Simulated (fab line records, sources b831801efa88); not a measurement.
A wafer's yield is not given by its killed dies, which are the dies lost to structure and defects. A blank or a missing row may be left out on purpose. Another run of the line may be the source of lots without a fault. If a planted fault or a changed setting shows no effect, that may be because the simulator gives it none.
What tool caused it? / flow gf180mcu / 6 lots, 18 wafers sampled, at 4 steps of a route of 602

== WHAT THE GAUGES READ, wafer by wafer ==
GF_HV_LDD_CD_MEAS_19: the cd target is 400 nm.
lot=L132; measured=day 11 10:36; on=cd_sem-02; cd_nm (nm)=401.9 403.1 401.3
lot=L138; measured=day 13 05:38; on=cd_sem-01; cd_nm (nm)=407.0 409.2 407.8
lot=L145; measured=day 15 15:03; on=cd_sem-01; cd_nm (nm)=403.3 402.9 406.7
lot=L147; measured=day 15 22:58; on=cd_sem-01; cd_nm (nm)=404.3 403.2 401.5
lot=L149; measured=day 16 16:14; on=cd_sem-02; cd_nm (nm)=404.9 404.7 403.4
lot=L152; measured=day 17 16:04; on=cd_sem-02; cd_nm (nm)=404.0 402.7 405.9

== WHAT TOOL EACH LOT RAN ON (gives the tool, then ch and the chambers of the sampled wafers, and finally the start) ==
lot=L132; GF_VT_IMPLANT_STRIP_09=plasma_asher-03 ch 0,1, day 6 04:48; GF_VT_IMPLANT_STRIP_42=plasma_asher-04 ch 0,1, day 8 04:26; GF_DUAL_GATE_OXIDATION_15=furnace-02 ch 0, day 9 00:33
lot=L138; GF_VT_IMPLANT_STRIP_09=plasma_asher-04 ch 0,1, day 7 17:34; GF_VT_IMPLANT_STRIP_42=plasma_asher-02 ch 0,1, day 9 19:25; GF_DUAL_GATE_OXIDATION_15=furnace-02 ch 0, day 10 15:37
lot=L145; GF_VT_IMPLANT_STRIP_09=plasma_asher-04 ch 0,1, day 9 13:07; GF_VT_IMPLANT_STRIP_42=plasma_asher-02 ch 0,1, day 11 19:16; GF_DUAL_GATE_OXIDATION_15=furnace-01 ch 0, day 12 18:28
lot=L147; GF_VT_IMPLANT_STRIP_09=plasma_asher-04 ch 0,1, day 10 00:13; GF_VT_IMPLANT_STRIP_42=plasma_asher-04 ch 0, day 12 06:31; GF_DUAL_GATE_OXIDATION_15=furnace-02 ch 0, day 13 04:58
lot=L149; GF_VT_IMPLANT_STRIP_09=plasma_asher-04 ch 0,1, day 10 10:52; GF_VT_IMPLANT_STRIP_42=plasma_asher-04 ch 0,1, day 12 19:43; GF_DUAL_GATE_OXIDATION_15=furnace-02 ch 0, day 13 19:20
lot=L152; GF_VT_IMPLANT_STRIP_09=plasma_asher-02 ch 0,1, day 11 05:05; GF_VT_IMPLANT_STRIP_42=plasma_asher-02 ch 0,1, day 13 16:19; GF_DUAL_GATE_OXIDATION_15=furnace-02 ch 0, day 14 16:02
- GF_VT_IMPLANT_STRIP_09: strips in O2/N2.
- GF_VT_IMPLANT_STRIP_42: strips in O2/N2.
- GF_DUAL_GATE_OXIDATION_15: stabilise 600 s, purge 300 s, target thk 7.098 nm.

== THE ANSWER, worked out from the rows above alone ==
Rule: usual is defined by the lots themselves. The widest of any qualifying gaps counts: lots, ordered by their means at a reading, are off when they make up no more than a third of the lots, leave a main group of 4 or more, and stand apart from it by 3 or more times the standard deviation of that group's means. The tables above print the reading to a certain number of digits; a main group whose means all agree to those digits is not used. A lot without any number at a reading at which 4 lots or more have one is off too. Where the step has rows for the other lots, those lots are counted as sound.
Off: L138 (GF_HV_LDD_CD_MEAS_19, cd_nm). Main group: mean 403.6 nm, sd 0.89.
If a tool, at a process step before that reading, ran all the lots that are off and no sound lot after the first of them, it fits. The gauges at GF_HV_LDD_CD_MEAS_19 are tried like those tools. Of those tried, none fits.

== WHAT THE SIMULATOR HAD PUT IN ==
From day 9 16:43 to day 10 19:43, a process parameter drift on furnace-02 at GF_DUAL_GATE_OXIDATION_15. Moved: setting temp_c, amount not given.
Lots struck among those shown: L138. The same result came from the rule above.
